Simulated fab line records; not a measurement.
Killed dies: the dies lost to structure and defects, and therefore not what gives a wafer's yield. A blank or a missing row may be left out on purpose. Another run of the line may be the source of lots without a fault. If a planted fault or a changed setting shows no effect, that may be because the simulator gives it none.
Which tool is to blame? :: flow sky130 :: 24 lots, 72 wafers sampled, at 6 steps of a route of 708

== WHAT EACH GAUGE READ, for each wafer ==
SKY_SD_N_RS_MEAS_16: uses a four-point probe to measure.
lot: L075
measured: day 29 03:23
on: film-metro-03
SD_N_RS (ohm/sq): 68.58 68.43 68.55

lot: L074
measured: day 29 03:48
on: film-metro-04
SD_N_RS (ohm/sq): 68.54 68.45 68.61

lot: L079
measured: day 29 04:34
on: film-metro-04
SD_N_RS (ohm/sq): 68.40 68.40 68.58

lot: L077
measured: day 29 04:59
on: film-metro-03
SD_N_RS (ohm/sq): 68.71 68.82 68.80

lot: L076
measured: day 29 05:14
on: film-metro-04
SD_N_RS (ohm/sq): 68.47 68.39 68.55

lot: L078
measured: day 29 05:40
on: film-metro-02
SD_N_RS (ohm/sq): 68.48 68.48 68.67

lot: L080
measured: day 29 06:05
on: film-metro-04
SD_N_RS (ohm/sq): 68.43 68.44 68.43

lot: L081
measured: day 29 11:58
on: film-metro-04
SD_N_RS (ohm/sq): 68.37 68.55 68.56

lot: L082
measured: day 30 15:17
on: film-metro-02
SD_N_RS (ohm/sq): 68.44 68.47 68.52

lot: L083
measured: day 30 18:10
on: film-metro-04
SD_N_RS (ohm/sq): 68.36 68.43 68.43

lot: L084
measured: day 31 02:20
on: film-metro-04
SD_N_RS (ohm/sq): 68.37 68.32 68.60

lot: L086
measured: day 35 20:26
on: film-metro-02
SD_N_RS (ohm/sq): 68.47 68.60 68.73

lot: L087
measured: day 35 21:44
on: film-metro-02
SD_N_RS (ohm/sq): 68.49 68.71 68.62

lot: L089
measured: day 35 22:01
on: film-metro-03
SD_N_RS (ohm/sq): 68.75 68.79 68.62

lot: L093
measured: day 35 22:12
on: film-metro-02
SD_N_RS (ohm/sq): 68.68 68.68 68.48

lot: L088
measured: day 35 23:04
on: film-metro-02
SD_N_RS (ohm/sq): 68.60 68.58 68.49

lot: L085
measured: day 36 00:09
on: film-metro-02
SD_N_RS (ohm/sq): 68.46 68.25 68.46

lot: L095
measured: day 36 00:40
on: film-metro-03
SD_N_RS (ohm/sq): 68.71 68.81 68.65

lot: L091
measured: day 36 01:23
on: film-metro-02
SD_N_RS (ohm/sq): 68.70 68.82 68.66

lot: L090
measured: day 36 02:13
on: film-metro-04
SD_N_RS (ohm/sq): 68.54 68.63 68.50

lot: L094
measured: day 36 02:45
on: film-metro-03
SD_N_RS (ohm/sq): 68.62 68.48 68.57

lot: L096
measured: day 36 03:39
on: film-metro-03
SD_N_RS (ohm/sq): 68.72 68.73 68.68

lot: L097
measured: day 36 03:50
on: film-metro-04
SD_N_RS (ohm/sq): 68.59 68.41 68.25

lot: L092
measured: day 36 07:01
on: film-metro-04
SD_N_RS (ohm/sq): 68.53 68.71 68.71

SKY_CONTACT_THK_MEAS_01.
lot: L075
measured: day 31 14:40
on: film-metro-02
CONTACT_CVD_00_THK (nm): 75.5 73.6 75.6

lot: L074
measured: day 31 16:11
on: film-metro-01
CONTACT_CVD_00_THK (nm): 73.4 74.4 75.6

lot: L079
measured: day 31 16:37
on: film-metro-01
CONTACT_CVD_00_THK (nm): 74.8 76.1 76.7

lot: L077
measured: day 31 16:42
on: film-metro-01
CONTACT_CVD_00_THK (nm): 74.8 76.3 76.4

lot: L076
measured: day 31 16:45
on: film-metro-01
CONTACT_CVD_00_THK (nm): 75.0 75.5 75.3

lot: L078
measured: day 31 16:59
on: film-metro-02
CONTACT_CVD_00_THK (nm): 74.7 77.0 75.5

lot: L080
measured: day 31 17:17
on: film-metro-01
CONTACT_CVD_00_THK (nm): 74.2 75.0 75.1

lot: L081
measured: day 31 21:43
on: film-metro-02
CONTACT_CVD_00_THK (nm): 75.5 73.5 76.4

lot: L082
measured: day 33 01:43
on: film-metro-04
CONTACT_CVD_00_THK (nm): 74.5 74.0 74.4

lot: L083
measured: day 33 03:48
on: film-metro-01
CONTACT_CVD_00_THK (nm): 74.5 76.3 76.1

lot: L084
measured: day 33 11:07
on: film-metro-02
CONTACT_CVD_00_THK (nm): 75.6 76.2 75.6

lot: L086
measured: day 38 02:31
on: film-metro-01
CONTACT_CVD_00_THK (nm): 74.5 74.1 74.6

lot: L087
measured: day 38 04:11
on: film-metro-04
CONTACT_CVD_00_THK (nm): 75.5 75.1 76.1

lot: L089
measured: day 38 04:38
on: film-metro-04
CONTACT_CVD_00_THK (nm): 74.2 75.7 74.1

lot: L093
measured: day 38 04:46
on: film-metro-04
CONTACT_CVD_00_THK (nm): 74.1 74.4 75.8

lot: L088
measured: day 38 05:11
on: film-metro-04
CONTACT_CVD_00_THK (nm): 75.0 76.5 76.2

lot: L085
measured: day 38 05:28
on: film-metro-01
CONTACT_CVD_00_THK (nm): 75.7 77.7 77.0

lot: L095
measured: day 38 06:23
on: film-metro-04
CONTACT_CVD_00_THK (nm): 74.5 73.8 74.7

lot: L091
measured: day 38 06:37
on: film-metro-01
CONTACT_CVD_00_THK (nm): 75.4 76.3 76.4

lot: L090
measured: day 38 08:13
on: film-metro-04
CONTACT_CVD_00_THK (nm): 73.8 74.5 74.8

lot: L094
measured: day 38 08:30
on: film-metro-01
CONTACT_CVD_00_THK (nm): 74.1 74.5 74.9

lot: L096
measured: day 38 09:50
on: film-metro-01
CONTACT_CVD_00_THK (nm): 73.2 75.3 75.1

lot: L097
measured: day 38 10:35
on: film-metro-02
CONTACT_CVD_00_THK (nm): 73.9 73.9 75.3

lot: L092
measured: day 38 11:52
on: film-metro-04
CONTACT_CVD_00_THK (nm): 74.0 75.4 75.2

SKY_CONTACT_OVL_MEAS_15.
lot: L075
measured: day 32 18:52
on: overlay-01
CONTACT_OVL (nm): 3 -8 0

lot: L074
measured: day 32 20:06
on: overlay-02
CONTACT_OVL (nm): -8 -18 -11

lot: L079
measured: day 32 20:13
on: overlay-02
CONTACT_OVL (nm): -6 -5 -4

lot: L077
measured: day 32 20:31
on: overlay-01
CONTACT_OVL (nm): -9 -9 -10

lot: L076
measured: day 32 20:52
on: overlay-02
CONTACT_OVL (nm): -2 0 -2

lot: L078
measured: day 32 21:10
on: overlay-01
CONTACT_OVL (nm): -3 -11 -2

lot: L080
measured: day 32 21:12
on: overlay-02
CONTACT_OVL (nm): -3 2 -10

lot: L081
measured: day 33 00:57
on: overlay-02
CONTACT_OVL (nm): -6 -6 -3

lot: L082
measured: day 34 03:54
on: overlay-01
CONTACT_OVL (nm): 11 4 4

lot: L083
measured: day 34 06:03
on: overlay-01
CONTACT_OVL (nm): -2 2 -5

lot: L084
measured: day 34 13:25
on: overlay-02
CONTACT_OVL (nm): -12 -5 -5

lot: L086
measured: day 39 03:33
on: overlay-02
CONTACT_OVL (nm): 2 1 1

lot: L087
measured: day 39 05:43
on: overlay-02
CONTACT_OVL (nm): -2 3 6

lot: L089
measured: day 39 05:42
on: overlay-01
CONTACT_OVL (nm): 2 -1 -1

lot: L093
measured: day 39 06:28
on: overlay-01
CONTACT_OVL (nm): -3 -6 -6

lot: L088
measured: day 39 06:49
on: overlay-02
CONTACT_OVL (nm): 2 8 -1

lot: L085
measured: day 39 06:52
on: overlay-01
CONTACT_OVL (nm): 3 2 -1

lot: L095
measured: day 39 07:18
on: overlay-02
CONTACT_OVL (nm): 4 -1 -8

lot: L091
measured: day 39 07:31
on: overlay-01
CONTACT_OVL (nm): 1 -3 -2

lot: L090
measured: day 39 09:33
on: overlay-02
CONTACT_OVL (nm): 6 10 5

lot: L094
measured: day 39 09:38
on: overlay-01
CONTACT_OVL (nm): -9 1 -5

lot: L096
measured: day 39 11:04
on: overlay-02
CONTACT_OVL (nm): -3 2 4

lot: L097
measured: day 39 11:24
on: overlay-01
CONTACT_OVL (nm): -1 2 1

lot: L092
measured: day 39 12:43
on: overlay-02
CONTACT_OVL (nm): -4 0 -4

SKY_VIA1_BOW_MEAS_03.
lot: L075
measured: day 34 00:26
on: film-metro-03
VIA1_BOW (um): 85 85 77

lot: L074
measured: day 34 01:25
on: film-metro-03
VIA1_BOW (um): 89 81 87

lot: L079
measured: day 34 01:18
on: film-metro-02
VIA1_BOW (um): 78 96 81

lot: L077
measured: day 34 01:38
on: film-metro-02
VIA1_BOW (um): 84 76 79

lot: L076
measured: day 34 02:23
on: film-metro-03
VIA1_BOW (um): 77 73 81

lot: L078
measured: day 34 02:19
on: film-metro-04
VIA1_BOW (um): 80 90 89

lot: L080
measured: day 34 02:41
on: film-metro-02
VIA1_BOW (um): 76 80 77

lot: L081
measured: day 34 05:50
on: film-metro-04
VIA1_BOW (um): 79 75 79

lot: L082
measured: day 35 09:22
on: film-metro-02
VIA1_BOW (um): 87 71 83

lot: L083
measured: day 35 11:29
on: film-metro-03
VIA1_BOW (um): 94 85 80

lot: L084
measured: day 35 17:38
on: film-metro-02
VIA1_BOW (um): 84 79 89

lot: L086
measured: day 40 06:04
on: film-metro-04
VIA1_BOW (um): 83 77 71

lot: L087
measured: day 40 09:23
on: film-metro-02
VIA1_BOW (um): 83 78 75

lot: L089
measured: day 40 09:04
on: film-metro-03
VIA1_BOW (um): 77 78 74

lot: L093
measured: day 40 09:48
on: film-metro-02
VIA1_BOW (um): 77 77 78

lot: L088
measured: day 40 10:47
on: film-metro-04
VIA1_BOW (um): 85 89 81

lot: L085
measured: day 40 11:07
on: film-metro-03
VIA1_BOW (um): 84 86 85

lot: L095
measured: day 40 11:27
on: film-metro-04
VIA1_BOW (um): 83 87 67

lot: L091
measured: day 40 11:55
on: film-metro-02
VIA1_BOW (um): 92 85 84

lot: L090
measured: day 40 13:16
on: film-metro-03
VIA1_BOW (um): 75 75 81

lot: L094
measured: day 40 13:26
on: film-metro-02
VIA1_BOW (um): 86 86 93

lot: L096
measured: day 40 14:39
on: film-metro-03
VIA1_BOW (um): 79 81 80

lot: L097
measured: day 40 14:56
on: film-metro-03
VIA1_BOW (um): 93 79 80

lot: L092
measured: day 40 16:20
on: film-metro-03
VIA1_BOW (um): 74 79 73

== EACH LOT AND THE TOOL THAT RAN IT (in order: tool; ch and the chambers of the sampled wafers; start) ==
lot: L075
SKY_SD_N_RTA_14: rtp-anneal-02 ch 0, day 29 03:13
SKY_LOCAL_INTERCONNECT_SPUTTER_00: pvd-sputter-03, day 30 09:52

lot: L074
SKY_SD_N_RTA_14: rtp-anneal-02 ch 0, day 29 03:33
SKY_LOCAL_INTERCONNECT_SPUTTER_00: pvd-sputter-03, day 30 10:28

lot: L079
SKY_SD_N_RTA_14: rtp-anneal-01 ch 0, day 29 04:24
SKY_LOCAL_INTERCONNECT_SPUTTER_00: pvd-sputter-04, day 30 10:55

lot: L077
SKY_SD_N_RTA_14: rtp-anneal-02 ch 0, day 29 04:43
SKY_LOCAL_INTERCONNECT_SPUTTER_00: pvd-sputter-03, day 30 11:22

lot: L076
SKY_SD_N_RTA_14: rtp-anneal-01 ch 0, day 29 05:03
SKY_LOCAL_INTERCONNECT_SPUTTER_00: pvd-sputter-03, day 30 11:52

lot: L078
SKY_SD_N_RTA_14: rtp-anneal-02 ch 0, day 29 05:25
SKY_LOCAL_INTERCONNECT_SPUTTER_00: pvd-sputter-02, day 30 12:22

lot: L080
SKY_SD_N_RTA_14: rtp-anneal-01 ch 0, day 29 05:54
SKY_LOCAL_INTERCONNECT_SPUTTER_00: pvd-sputter-04, day 30 12:40

lot: L081
SKY_SD_N_RTA_14: rtp-anneal-02 ch 0, day 29 11:48
SKY_LOCAL_INTERCONNECT_SPUTTER_00: pvd-sputter-04, day 30 17:27

lot: L082
SKY_SD_N_RTA_14: rtp-anneal-01 ch 0, day 30 15:07
SKY_LOCAL_INTERCONNECT_SPUTTER_00: pvd-sputter-04, day 31 21:19

lot: L083
SKY_SD_N_RTA_14: rtp-anneal-02 ch 0, day 30 18:00
SKY_LOCAL_INTERCONNECT_SPUTTER_00: pvd-sputter-03, day 31 23:24

lot: L084
SKY_SD_N_RTA_14: rtp-anneal-01 ch 0, day 31 02:08
SKY_LOCAL_INTERCONNECT_SPUTTER_00: pvd-sputter-03, day 32 08:10

lot: L086
SKY_SD_N_RTA_14: rtp-anneal-02 ch 0, day 35 20:15
SKY_LOCAL_INTERCONNECT_SPUTTER_00: pvd-sputter-02, day 37 01:10

lot: L087
SKY_SD_N_RTA_14: rtp-anneal-01 ch 0, day 35 21:34
SKY_LOCAL_INTERCONNECT_SPUTTER_00: pvd-sputter-03, day 37 02:27

lot: L089
SKY_SD_N_RTA_14: rtp-anneal-02 ch 0, day 35 21:51
SKY_LOCAL_INTERCONNECT_SPUTTER_00: pvd-sputter-03, day 37 02:45

lot: L093
SKY_SD_N_RTA_14: rtp-anneal-01 ch 0, day 35 21:58
SKY_LOCAL_INTERCONNECT_SPUTTER_00: pvd-sputter-04, day 37 02:49

lot: L088
SKY_SD_N_RTA_14: rtp-anneal-02 ch 0, day 35 22:52
SKY_LOCAL_INTERCONNECT_SPUTTER_00: pvd-sputter-02, day 37 03:09

lot: L085
SKY_SD_N_RTA_14: rtp-anneal-01 ch 0, day 35 23:58
SKY_LOCAL_INTERCONNECT_SPUTTER_00: pvd-sputter-03, day 37 04:27

lot: L095
SKY_SD_N_RTA_14: rtp-anneal-02 ch 0, day 36 00:30
SKY_LOCAL_INTERCONNECT_SPUTTER_00: pvd-sputter-03, day 37 05:10

lot: L091
SKY_SD_N_RTA_14: rtp-anneal-01 ch 0, day 36 01:11
SKY_LOCAL_INTERCONNECT_SPUTTER_00: pvd-sputter-04, day 37 05:28

lot: L090
SKY_SD_N_RTA_14: rtp-anneal-02 ch 0, day 36 02:03
SKY_LOCAL_INTERCONNECT_SPUTTER_00: pvd-sputter-03, day 37 06:40

lot: L094
SKY_SD_N_RTA_14: rtp-anneal-01 ch 0, day 36 02:34
SKY_LOCAL_INTERCONNECT_SPUTTER_00: pvd-sputter-04, day 37 07:13

lot: L096
SKY_SD_N_RTA_14: rtp-anneal-01 ch 0, day 36 03:28
SKY_LOCAL_INTERCONNECT_SPUTTER_00: pvd-sputter-03, day 37 08:13

lot: L097
SKY_SD_N_RTA_14: rtp-anneal-02 ch 0, day 36 03:39
SKY_LOCAL_INTERCONNECT_SPUTTER_00: pvd-sputter-03, day 37 08:49

lot: L092
SKY_SD_N_RTA_14: rtp-anneal-02 ch 0, day 36 06:49
SKY_LOCAL_INTERCONNECT_SPUTTER_00: pvd-sputter-03, day 37 10:55
- SKY_SD_N_RTA_14: time 2 s.
- SKY_LOCAL_INTERCONNECT_SPUTTER_00: material TiN, target thk 100 nm, time 83.3 s.

== WHAT THE TOOLS THEMSELVES READ (means of the sampled wafers that have a number; where no wafer has one, the mark that the record gives instead) ==
SKY_SD_N_RTA_14.
lot: L075
tool: rtp-anneal-02
lamp-power-pct (%): 15.71
wafer_temp_C_max: 1078.9

lot: L074
tool: rtp-anneal-02
lamp-power-pct (%): 15.74
wafer_temp_C_max: 1079.1

lot: L079
tool: rtp-anneal-01
lamp-power-pct (%): 15.72
wafer_temp_C_max: 1078.3

lot: L077
tool: rtp-anneal-02
lamp-power-pct (%): 15.73
wafer_temp_C_max: 1080.2

lot: L076
tool: rtp-anneal-01
lamp-power-pct (%): 15.74
wafer_temp_C_max: 1077.2

lot: L078
tool: rtp-anneal-02
lamp-power-pct (%): 15.73
wafer_temp_C_max: 1077.8

lot: L080
tool: rtp-anneal-01
lamp-power-pct (%): 15.72
wafer_temp_C_max: 1079.2

lot: L081
tool: rtp-anneal-02
lamp-power-pct (%): 15.76
wafer_temp_C_max: 1078.1

lot: L082
tool: rtp-anneal-01
lamp-power-pct (%): 15.74
wafer_temp_C_max: 1078.1

lot: L083
tool: rtp-anneal-02
lamp-power-pct (%): 15.76
wafer_temp_C_max: 1078.2

lot: L084
tool: rtp-anneal-01
lamp-power-pct (%): 15.70
wafer_temp_C_max: 1077.3

lot: L086
tool: rtp-anneal-02
lamp-power-pct (%): 15.67
wafer_temp_C_max: 1079.0

lot: L087
tool: rtp-anneal-01
lamp-power-pct (%): 15.72
wafer_temp_C_max: 1078.7

lot: L089
tool: rtp-anneal-02
lamp-power-pct (%): 15.74
wafer_temp_C_max: 1078.6

lot: L093
tool: rtp-anneal-01
lamp-power-pct (%): 15.74
wafer_temp_C_max: 1076.7

lot: L088
tool: rtp-anneal-02
lamp-power-pct (%): 15.71
wafer_temp_C_max: 1078.8

lot: L085
tool: rtp-anneal-01
lamp-power-pct (%): 15.70
wafer_temp_C_max: 1078.4

lot: L095
tool: rtp-anneal-02
lamp-power-pct (%): 15.79
wafer_temp_C_max: 1076.6

lot: L091
tool: rtp-anneal-01
lamp-power-pct (%): 15.70
wafer_temp_C_max: 1078.8

lot: L090
tool: rtp-anneal-02
lamp-power-pct (%): 15.69
wafer_temp_C_max: 1078.2

lot: L094
tool: rtp-anneal-01
lamp-power-pct (%): 15.79
wafer_temp_C_max: 1077.8

lot: L096
tool: rtp-anneal-01
lamp-power-pct (%): 15.73
wafer_temp_C_max: 1079.2

lot: L097
tool: rtp-anneal-02
lamp-power-pct (%): 15.68
wafer_temp_C_max: 1078.0

lot: L092
tool: rtp-anneal-02
lamp-power-pct (%): 15.71
wafer_temp_C_max: 1077.1

SKY_LOCAL_INTERCONNECT_SPUTTER_00.
lot: L075
tool: pvd-sputter-03
cathode-dc-power-W (W): 6500.6
chamber-pressure-pa (Pa): 0.3996
substrate-temp-c (C): 300.17
throttle-valve-pct (%): 29.9

lot: L074
tool: pvd-sputter-03
cathode-dc-power-W (W): 6501.3
chamber-pressure-pa (Pa): 0.3999
substrate-temp-c (C): 300.09
throttle-valve-pct (%): 28.8

lot: L079
tool: pvd-sputter-04
cathode-dc-power-W (W): 6500.0
chamber-pressure-pa (Pa): 0.3998
substrate-temp-c (C): 299.76
throttle-valve-pct (%): 29.8

lot: L077
tool: pvd-sputter-03
cathode-dc-power-W (W): 6499.9
chamber-pressure-pa (Pa): 0.4006
substrate-temp-c (C): 300.00
throttle-valve-pct (%): 29.1

lot: L076
tool: pvd-sputter-03
cathode-dc-power-W (W): 6499.3
chamber-pressure-pa (Pa): 0.3987
substrate-temp-c (C): 299.94
throttle-valve-pct (%): 27.9

lot: L078
tool: pvd-sputter-02
cathode-dc-power-W (W): 6500.1
chamber-pressure-pa (Pa): 0.3997
substrate-temp-c (C): 299.82
throttle-valve-pct (%): 29.7

lot: L080
tool: pvd-sputter-04
cathode-dc-power-W (W): 6499.8
chamber-pressure-pa (Pa): 0.4009
substrate-temp-c (C): 300.01
throttle-valve-pct (%): 30.7

lot: L081
tool: pvd-sputter-04
cathode-dc-power-W (W): 6501.0
chamber-pressure-pa (Pa): 0.3994
substrate-temp-c (C): 300.06
throttle-valve-pct (%): 30.4

lot: L082
tool: pvd-sputter-04
cathode-dc-power-W (W): 6500.5
chamber-pressure-pa (Pa): 0.4008
substrate-temp-c (C): 300.10
throttle-valve-pct (%): 30.5

lot: L083
tool: pvd-sputter-03
cathode-dc-power-W (W): 6500.8
chamber-pressure-pa (Pa): 0.4007
substrate-temp-c (C): 300.14
throttle-valve-pct (%): 30.5

lot: L084
tool: pvd-sputter-03
cathode-dc-power-W (W): 6499.8
chamber-pressure-pa (Pa): 0.4001
substrate-temp-c (C): 299.87
throttle-valve-pct (%): 28.7

lot: L086
tool: pvd-sputter-02
cathode-dc-power-W (W): 6500.6
chamber-pressure-pa (Pa): 0.4001
substrate-temp-c (C): 300.18
throttle-valve-pct (%): 30.1

lot: L087
tool: pvd-sputter-03
cathode-dc-power-W (W): 6500.8
chamber-pressure-pa (Pa): 0.4005
substrate-temp-c (C): 299.82
throttle-valve-pct (%): 30.6

lot: L089
tool: pvd-sputter-03
cathode-dc-power-W (W): 6501.1
chamber-pressure-pa (Pa): 0.4002
substrate-temp-c (C): 300.05
throttle-valve-pct (%): 29.2

lot: L093
tool: pvd-sputter-04
cathode-dc-power-W (W): 6499.2
chamber-pressure-pa (Pa): 0.3999
substrate-temp-c (C): 299.99
throttle-valve-pct (%): 29.6

lot: L088
tool: pvd-sputter-02
cathode-dc-power-W (W): 6499.6
chamber-pressure-pa (Pa): 0.3999
substrate-temp-c (C): 300.15
throttle-valve-pct (%): 30.9

lot: L085
tool: pvd-sputter-03
cathode-dc-power-W (W): 6500.2
chamber-pressure-pa (Pa): 0.3997
substrate-temp-c (C): 300.04
throttle-valve-pct (%): 29.3

lot: L095
tool: pvd-sputter-03
cathode-dc-power-W (W): 6500.3
chamber-pressure-pa (Pa): 0.3992
substrate-temp-c (C): 300.10
throttle-valve-pct (%): 28.8

lot: L091
tool: pvd-sputter-04
cathode-dc-power-W (W): 6500.3
chamber-pressure-pa (Pa): 0.3999
substrate-temp-c (C): 299.81
throttle-valve-pct (%): 29.8

lot: L090
tool: pvd-sputter-03
cathode-dc-power-W (W): 6500.0
chamber-pressure-pa (Pa): 0.3998
substrate-temp-c (C): 300.16
throttle-valve-pct (%): 30.0

lot: L094
tool: pvd-sputter-04
cathode-dc-power-W (W): 6499.6
chamber-pressure-pa (Pa): 0.3997
substrate-temp-c (C): 300.02
throttle-valve-pct (%): 30.7

lot: L096
tool: pvd-sputter-03
cathode-dc-power-W (W): 6501.3
chamber-pressure-pa (Pa): 0.4001
substrate-temp-c (C): 300.01
throttle-valve-pct (%): 29.5

lot: L097
tool: pvd-sputter-03
cathode-dc-power-W (W): 6499.6
chamber-pressure-pa (Pa): 0.4001
substrate-temp-c (C): 299.88
throttle-valve-pct (%): 29.3

lot: L092
tool: pvd-sputter-03
cathode-dc-power-W (W): 6500.2
chamber-pressure-pa (Pa): 0.4002
substrate-temp-c (C): 299.94
throttle-valve-pct (%): 28.5

== THE ANSWER, worked out from the rows above alone ==
Rule: the lots themselves supply what counts as usual. The widest of any qualifying gaps counts: lots, ordered by their means at a reading, are off when they make up no more than a third of the lots, leave a main group of 4 or more, and stand apart from it by 3 or more times the standard deviation of that group's means. A main group is skipped when, at the precision printed for the reading in the tables above, its means are all equal. A lot without any number at a reading at which 4 lots or more have one is off too. Where the step has rows for the other lots, those lots are counted as sound. After the gauges, taken in route order, come the tools' own readings; for these a lot's mean is taken, as printed above. The first step at which some lot is off is used, and at that step the reading that is off furthest; a lot without a number counts as furthest.
Nothing can be told from this: no lot is off at any reading shown.

== WHAT WAS PUT IN BY THE SIMULATOR ==
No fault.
